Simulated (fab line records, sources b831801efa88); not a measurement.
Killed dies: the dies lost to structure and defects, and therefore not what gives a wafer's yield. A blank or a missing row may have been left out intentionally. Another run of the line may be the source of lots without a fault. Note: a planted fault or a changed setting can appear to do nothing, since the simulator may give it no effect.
Struck lot and sound lot, side by side    flow sky130    14 steps out of a route of 708
Sound: wafers L862.1, L862.2, L862.4. Wafers L873.3, L873.5, L873.6 were the ones struck. The cause comes at the end.
Each step with rows lists, per side, the tool, then ch with its chambers, then its first start. Under that, the readings that differ: sound wafers    struck wafers    difference of the means    sigmas: that difference in standard deviations of wafers without a fault.
alike: a reading whose means differ by less than 2 such deviations, as well as words and numbers matching on both sides. not compared: withheld readings; readings where some wafer has no value; bounds like >300 that might hide an equal value; numbers whose values overlap and for which the record gives no deviation.
The two part at a step that has a row with sigmas, a row that says differs or no value, or rows on one side only. Numbers that don't overlap but have no deviation are shown without sigmas and don't part them. A reading that every wafer of one side lacks parts them only if that side has two wafers or more.

SKY_LDD_LDN_TW_MEAS_13:
  struck on filmMetro-01, day 30 03:16; sound on filmMetro-04, day 27 11:30
  alike: LDD_LDN_TW
then, 2 steps without rows for these wafers: SKY_LDD_LDN_CLEAN_14 (cleans in SC1/SC2, time 150 s); SKY_SPACER_CVD_00 (deposits Si3N4 from DCS/NH3, target thk 43.1 nm, time 740 s).
SKY_SPACER_THK_MEAS_01:
  struck on filmMetro-04, day 30 05:20; sound on filmMetro-02, day 27 14:13
  alike: SPACER_CVD_00_THK
SKY_SPACER_ETCHBACK_02: etches Si3N4 in CH3F/O2, stops on SiO2, time 46.7 s, target depth 45 nm.
  sound on rieDiel-02 ch 0,1,3, day 27 14:16; struck on rieDiel-03 ch 0,2,3, day 30 05:23
  alike: O2_flow_sccm, drypumpMotorCurrentA, oesProductAu, throttleValvePct
  not compared: rfHoursCounterH
then, 7 steps without rows for these wafers: SKY_POLY_CUT_DEHYDRATE_00 (time 60 s); SKY_POLY_CUT_HMDS_01 (prime time 60 s); SKY_POLY_CUT_COAT_02 (resist thk 60 nm); SKY_POLY_CUT_COAT_03 (resist thk 450 nm); SKY_POLY_CUT_SOFTBAKE_04 (time 90 s); SKY_POLY_CUT_EXPOSE_05 (exposes mask NPCM, target cd 270 nm); SKY_POLY_CUT_PEB_06.
SKY_POLY_CUT_DEVELOP_07: develop time 60 s.
  struck on lithoTrack-04, day 31 08:00; sound on lithoTrack-02 ch 0, day 28 18:00
  no value came back on the struck wafers for chillPlateTempC (C), developTimeS (s); on the sound wafers chillPlateTempC (C) reads 23.15 23.03 23.07
reading                                         sound              struck             difference  sigmas
model.KrF-thick_of_POLY_CUT_COAT_03.thkNm (nm)  435.2 435.8 434.4  448.8 449.1 446.7  +13.1       
SKY_POLY_CUT_CD_MEAS_08: target cd 270 nm.
  struck on cdSem-01, day 31 08:50; sound on cdSem-02, day 28 18:31
reading    sound              struck  difference                     sigmas
cdNm (nm)  270.2 270.3 270.0  - - -   no value on the struck wafers  

## WHERE THEY PART
At SKY_POLY_CUT_DEVELOP_07 first; at SKY_POLY_CUT_CD_MEAS_08 last (within this record only).

WHY: whatever the simulator had introduced
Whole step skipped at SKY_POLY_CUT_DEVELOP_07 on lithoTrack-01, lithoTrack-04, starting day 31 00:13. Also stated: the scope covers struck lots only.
